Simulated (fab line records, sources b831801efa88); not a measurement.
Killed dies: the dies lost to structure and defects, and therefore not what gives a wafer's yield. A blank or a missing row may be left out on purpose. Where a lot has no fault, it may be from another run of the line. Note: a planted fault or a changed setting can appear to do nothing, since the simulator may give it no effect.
Which tool is to blame? | flow gf180mcu | 13 lots with 39 wafers sampled at 2 steps, on a route of 602 steps

## WHAT EACH GAUGE READ, for each wafer
GF_V2_BOW_MEAS_05.
lot  | measured     | on            | V2_BOW (um)
L924 | day 19 09:55 | film metro-04 | 106 96 109
L925 | day 20 01:25 | film metro-04 | 105 92 99
L926 | day 20 04:14 | film metro-04 | 94 85 82
L927 | day 20 14:43 | film metro-03 | 98 94 95
L929 | day 21 16:24 | film metro-04 | 100 107 93
L938 | day 24 21:49 | film metro-02 | 103 99 104
L939 | day 25 00:01 | film metro-04 | 88 102 93
L940 | day 25 04:00 | film metro-04 | 92 98 88
L941 | day 25 11:27 | film metro-02 | 99 89 101
L942 | day 25 15:34 | film metro-02 | 87 103 92
L943 | day 25 22:48 | film metro-02 | 112 102 105
L944 | day 26 05:53 | film metro-02 | 93 105 101
L945 | day 26 17:04 | film metro-02 | 95 92 92

## TOOL THAT RAN EACH LOT (tool first, then ch and the chambers of the sampled wafers, then the start)
lot  | GF_M2_METAL_ETCH_16
L924 | rie metal-03 ch 0, day 19 08:34
L925 | rie metal-01 ch 0, day 20 00:03
L926 | rie metal-02 ch 0,1, day 20 03:01
L927 | rie metal-02 ch 0,1, day 20 13:25
L929 | rie metal-03 ch 0,1, day 21 15:03
L938 | rie metal-03 ch 0,1, day 24 20:15
L939 | rie metal-01 ch 0,1, day 24 22:33
L940 | rie metal-03 ch 0,1, day 25 02:43
L941 | rie metal-01 ch 0,1, day 25 10:07
L942 | rie metal-02 ch 1, day 25 14:16
L943 | rie metal-03 ch 0,1, day 25 21:25
L944 | rie metal-01 ch 0,1, day 26 04:40
L945 | rie metal-03 ch 1, day 26 15:43
- GF_M2_METAL_ETCH_16: etches the open film in Cl2/BCl3, stops on SiO2, target depth 750.8 nm, time 125.1 s.

## WHAT THE TOOLS THEMSELVES READ (means of the sampled wafers that have a number; where no wafer has one, the mark that the record gives instead)
GF_M2_METAL_ETCH_16.
lot  | tool         | drypump motor current A (A) | oes product au (a.u.) | throttle valve pct (%)
L924 | rie metal-03 | 6.5                         | 0.996                 | 28.230
L925 | rie metal-01 | 5.9                         | 0.993                 | 28.228
L926 | rie metal-02 | 5.4                         | 0.993                 | 28.220
L927 | rie metal-02 | 5.4                         | 0.996                 | 28.228
L929 | rie metal-03 | 6.1                         | 0.990                 | 28.222
L938 | rie metal-03 | 6.1                         | 0.990                 | 28.229
L939 | rie metal-01 | 6.3                         | 0.992                 | 28.219
L940 | rie metal-03 | 5.8                         | 0.993                 | 28.223
L941 | rie metal-01 | 6.3                         | 0.992                 | 28.224
L942 | rie metal-02 | 5.7                         | 0.991                 | 28.223
L943 | rie metal-03 | 5.8                         | 0.991                 | 28.229
L944 | rie metal-01 | 6.3                         | 0.989                 | 28.234
L945 | rie metal-03 | 5.4                         | 0.992                 | 28.228

## THE ANSWER, worked out from the rows above alone
Rule: what is usual is taken from the lots themselves. The widest of any qualifying gaps counts: lots, ordered by their means at a reading, are off when they make up no more than a third of the lots, leave a main group of 4 or more, and stand apart from it by 3 or more times the standard deviation of that group's means. A main group is skipped when, at the precision printed for the reading in the tables above, its means are all equal. Also off: a lot with no number at a reading for which 4 or more lots have one. The other lots that the step has rows for count as sound. After the gauges, taken in route order, come the tools' own readings; for these a lot's mean is taken, as printed above. The first step at which some lot is off is used, and at that step the reading that is off furthest; a lot without a number counts as furthest.
No lot is off on any of the readings shown, so nothing can be concluded from this.

## WHAT THE SIMULATOR PUT IN
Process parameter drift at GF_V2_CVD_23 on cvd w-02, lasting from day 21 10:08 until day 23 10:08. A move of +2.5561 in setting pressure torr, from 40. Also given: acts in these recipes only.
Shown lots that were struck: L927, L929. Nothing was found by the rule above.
